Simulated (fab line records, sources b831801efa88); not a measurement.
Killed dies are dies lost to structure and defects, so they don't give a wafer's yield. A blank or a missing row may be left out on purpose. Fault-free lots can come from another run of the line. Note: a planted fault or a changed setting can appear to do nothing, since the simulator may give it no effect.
Matching of chambers -- flow sky130 -- SKY_FIELD_ISO_ETCH_17 on rie si-01 has 4 sister chambers
The step etches Si in HBr/Cl2/O2, target depth 342 nm, time 97.7 s. 4 wafers are shown with their chamber, then 8 later ones without.

== WAFERS, EACH WITH ITS CHAMBER ==
wafer,chamber,drypump motor current A (A)
L789.6,2,6.6
L790.1,0,5.2
L790.2,3,5.3
L792.2,1,5.8

== WAFERS WITHOUT THEIR CHAMBER ==
wafer,drypump motor current A (A)
L792.4,5.2
L792.6,5.7
L801.1,5.7
L801.2,5.2
L801.4,6.6
L802.1,5.7
L802.5,5.2
L802.6,5.7

== WHICH CHAMBER EACH ONE RAN IN ==
wafer,from the rows above,in truth
L792.4,can't be placed: 0 or 3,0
L792.6,1,1
L801.1,1,1
L801.2,can't be placed: 0 or 3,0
L801.4,2,2
L802.1,1,1
L802.5,can't be placed: 0 or 3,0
L802.6,1,1
Placed correctly: 5 of 8. Not placeable from these rows: 3 (in 3, the candidates include the true chamber). Number placed wrongly: 0.
How it was worked out, from the rows above alone: a wafer's distance from a chamber is the root of the sum, over the readings, of the square of ((its reading less the chamber's mean) divided by the reading's scatter). The wafer belongs to the nearest chamber; if the next one is less than 2 further off, it can't be placed. The mean given for a chamber averages the wafers shown for that chamber. The scatter (one wafer shown for each chamber): square how far every hidden wafer sits from the nearest shown wafer, average those squares and take the square root.
